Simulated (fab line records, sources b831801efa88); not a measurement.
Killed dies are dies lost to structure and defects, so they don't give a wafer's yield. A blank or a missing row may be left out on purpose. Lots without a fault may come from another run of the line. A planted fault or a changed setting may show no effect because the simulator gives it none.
Which tool did it? | flow gf180mcu | 12 lots, 36 wafers sampled, at 5 steps of a route of 602

WHAT THE GAUGES READ, wafer by wafer
GF_STI_THK_MEAS_02.
lot  | measured    | on            | STI_OXIDATION_THK (nm)
L934 | day 1 12:28 | film_metro-04 | 9.64 9.76 9.66
L935 | day 1 16:31 | film_metro-03 | 9.98 9.89 9.71
L938 | day 2 07:53 | film_metro-01 | 9.71 9.70 9.78
L940 | day 2 18:02 | film_metro-01 | 9.83 9.81 9.61
L943 | day 3 08:52 | film_metro-01 | 9.87 9.82 9.92
L944 | day 3 13:31 | film_metro-01 | 10.20 10.13 10.24
L945 | day 3 18:34 | film_metro-04 | 9.69 9.81 9.72
L949 | day 4 14:31 | film_metro-03 | 9.91 9.64 9.58
L950 | day 4 19:32 | film_metro-03 | 9.84 9.97 9.79
L951 | day 5 01:31 | film_metro-03 | 9.98 9.94 10.05
L952 | day 5 05:31 | film_metro-03 | 9.91 9.99 9.78
L957 | day 6 06:31 | film_metro-04 | 9.91 10.01 10.08

GF_STI_CD_MEAS_12: target cd 220 nm.
lot  | measured    | on        | cd_nm (nm)
L934 | day 2 02:02 | cd_sem-01 | 221.3 220.5 222.0
L935 | day 2 07:26 | cd_sem-02 | 221.6 221.3 222.1
L938 | day 2 21:30 | cd_sem-02 | 222.3 223.5 222.9
L940 | day 3 09:17 | cd_sem-01 | 220.8 220.8 220.8
L943 | day 4 00:14 | cd_sem-02 | 219.7 218.8 219.7
L944 | day 4 04:10 | cd_sem-02 | 219.5 219.1 218.1
L945 | day 4 09:46 | cd_sem-02 | 217.3 216.8 217.3
L949 | day 5 06:40 | cd_sem-01 | 220.1 219.7 219.4
L950 | day 5 12:47 | cd_sem-02 | 219.8 219.1 219.7
L951 | day 5 17:50 | cd_sem-02 | 218.2 219.0 218.7
L952 | day 5 21:58 | cd_sem-02 | 220.7 220.4 221.6
L957 | day 7 00:08 | cd_sem-02 | 219.3 218.8 219.2

GF_VT_IMPLANT_RS_MEAS_46: measures by four-point-probe.
lot  | measured     | on            | MVSD_RS (ohm/sq)
L934 | day 7 11:33  | film_metro-02 | 458.6 457.5 457.8
L935 | day 7 20:07  | film_metro-03 | 456.9 457.0 457.5
L938 | day 8 18:14  | film_metro-02 | 456.6 455.5 457.1
L940 | day 9 08:43  | film_metro-03 | 456.8 456.6 458.2
L943 | day 10 04:33 | film_metro-03 | 457.5 456.3 456.1
L944 | day 10 10:28 | film_metro-02 | 456.0 456.5 457.8
L945 | day 10 16:52 | film_metro-02 | 455.9 455.7 455.6
L949 | day 11 17:43 | film_metro-03 | 457.6 455.7 457.7
L950 | day 12 02:44 | film_metro-04 | 418.5 418.6 417.6
L951 | day 12 08:04 | film_metro-02 | 457.8 457.3 458.3
L952 | day 12 13:02 | film_metro-04 | 421.1 419.8 419.4
L957 | day 14 00:37 | film_metro-04 | 455.0 454.8 455.6

WHICH TOOL RAN EACH LOT (tool, then ch and the chambers of the sampled wafers, then the start)
lot  | GF_MVSD_IMPLANT_08              | GF_VT_IMPLANT_STRIP_09
L934 | implanter-02 ch 0, day 4 08:34  | plasma_asher-01 ch 0,1, day 5 13:31
L935 | implanter-02 ch 0, day 4 15:01  | plasma_asher-01 ch 0,1, day 5 20:10
L938 | implanter-03 ch 0, day 5 08:40  | plasma_asher-02 ch 0, day 6 15:56
L940 | implanter-03 ch 0, day 5 22:40  | plasma_asher-02 ch 0,1, day 7 07:11
L943 | implanter-04 ch 0, day 6 16:08  | plasma_asher-04 ch 0,1, day 8 01:08
L944 | implanter-02 ch 0, day 6 22:50  | plasma_asher-02 ch 0,1, day 8 06:46
L945 | implanter-03 ch 0, day 7 03:55  | plasma_asher-04 ch 0,1, day 8 12:38
L949 | implanter-04 ch 0, day 8 01:56  | plasma_asher-02 ch 0,1, day 9 12:16
L950 | implanter-03 ch 0, day 8 09:08  | plasma_asher-04 ch 0,1, day 9 19:48
L951 | implanter-04 ch 0, day 8 13:58  | plasma_asher-02 ch 0,1, day 10 00:19
L952 | implanter-03 ch 0, day 8 18:34  | plasma_asher-02 ch 0,1, day 10 05:14
L957 | implanter-02 ch 0, day 10 00:35 | plasma_asher-01 ch 0,1, day 11 13:23
- GF_MVSD_IMPLANT_08
- GF_VT_IMPLANT_STRIP_09: strips in O2/N2.

WHAT THE TOOLS THEMSELVES READ (means of the sampled wafers that have a number; where no wafer has one, the mark that the record gives instead)
GF_MVSD_IMPLANT_08.
lot  | tool         | beam_on_s (s) | dose_ions_cm2 | end_station_pressure_torr (Torr) | faraday_current_uA
L934 | implanter-02 | 10.04         | 1.6009e+13    | 5.01e-06                         | 90.0
L935 | implanter-02 | 10.11         | 1.5992e+13    | 5.19e-06                         | 89.3
L938 | implanter-03 | 9.89          | 1.6009e+13    | 5.21e-06                         | 91.0
L940 | implanter-03 | 9.90          | 1.5989e+13    | 4.90e-06                         | 91.0
L943 | implanter-04 | 9.98          | 1.6019e+13    | 5.39e-06                         | 90.5
L944 | implanter-02 | 10.02         | 1.6011e+13    | 4.98e-06                         | 90.0
L945 | implanter-03 | 9.98          | 1.5989e+13    | 5.05e-06                         | 90.8
L949 | implanter-04 | 9.95          | 1.5992e+13    | 5.03e-06                         | 90.8
L950 | implanter-03 | 11.43         | 1.5994e+13    | 8.95e-05                         | 78.5
L951 | implanter-04 | 10.04         | 1.5995e+13    | 5.04e-06                         | 89.8
L952 | implanter-03 | 11.70         | 1.5985e+13    | 8.37e-05                         | 76.8
L957 | implanter-02 | 9.95          | 1.5988e+13    | 4.89e-06                         | 90.5

GF_VT_IMPLANT_STRIP_09.
lot  | tool            | drypump_motor_current_A (A) | heater_power_w (W) | n2_flow_sccm (sccm) | oes_product_au (a.u.) | strip_time_to_endpoint_s (s)
L934 | plasma_asher-01 | 6.4                         | 341                | 299.6               | 0.721                 | 12.62
L935 | plasma_asher-01 | 6.0                         | 363                | 300.4               | 0.713                 | 12.66
L938 | plasma_asher-02 | 6.3                         | 373                | 300.2               | 0.713                 | 12.63
L940 | plasma_asher-02 | 6.1                         | 337                | 300.2               | 0.719                 | 12.64
L943 | plasma_asher-04 | 5.2                         | 342                | 299.8               | 0.718                 | 12.63
L944 | plasma_asher-02 | 6.2                         | 355                | 299.9               | 0.712                 | 12.61
L945 | plasma_asher-04 | 5.2                         | 335                | 300.4               | 0.713                 | 12.62
L949 | plasma_asher-02 | 6.2                         | 358                | 300.1               | 0.717                 | 12.64
L950 | plasma_asher-04 | 5.3                         | 341                | 298.5               | 0.718                 | 12.67
L951 | plasma_asher-02 | 6.2                         | 353                | 300.4               | 0.718                 | 12.69
L952 | plasma_asher-02 | 6.2                         | 352                | 300.8               | 0.712                 | 12.68
L957 | plasma_asher-01 | 6.0                         | 361                | 300.7               | 0.714                 | 12.66

THE ANSWER, worked out from the rows above alone
Rule: what is usual is taken from the lots themselves. Put in order of their means at a reading, lots are off if they are a third of the lots or fewer, leave a main group of 4 or more, and stand apart from it by a gap of 3 or more times the standard deviation of the main group's means; of several such gaps the widest counts. A main group whose means are all the same, to the digits that the tables above print for the reading, isn't used. A lot without any number at a reading at which 4 lots or more have one is off too. The other lots that the step has rows for count as sound. The gauges are gone through in route order, then the tools' own readings, and for those a lot's mean is taken as printed above. The first step at which some lot is off is used, and at that step the reading that is off furthest; a lot without a number counts as furthest.
Off: L950, L952, at GF_VT_IMPLANT_RS_MEAS_46 (MVSD_RS). The main group: mean 456.8 ohm/sq, standard deviation 0.82.
A tool fits if, at a process step before that reading, it ran every lot that is off, and no sound lot after the first of them. The gauges at GF_VT_IMPLANT_RS_MEAS_46 aren't tried: what is off there is off at GF_MVSD_IMPLANT_08 too, on other tools, and a gauge's error can't cause that. One fits: implanter-03 at GF_MVSD_IMPLANT_08. Its last sound lot is L945 (day 7 03:55), its first lot that is off L950 (day 8 09:08): a fault that began between those two fits.
The tool's own readings at GF_MVSD_IMPLANT_08 bear it out: on the lots that are off they differ by more than 5 times the standard deviation of the sound lots' means. beam_on_s reads 11.56 s there against 9.99 s on the sound lots; end_station_pressure_torr reads 8.66e-05 Torr there against 5.07e-06 Torr on the sound lots; faraday_current_uA reads 77.7 there against 90.4 on the sound lots.

WHAT THE SIMULATOR HAD PUT IN
Process parameter drift: implanter-03, from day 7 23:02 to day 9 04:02, at GF_MVSD_IMPLANT_08. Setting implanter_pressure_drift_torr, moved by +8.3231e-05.
Process parameter drift: implanter-03, from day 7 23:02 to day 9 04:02, at GF_MVSD_IMPLANT_08. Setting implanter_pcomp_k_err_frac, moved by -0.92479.
Lots struck among those shown: L950, L952. The rule above found the same.
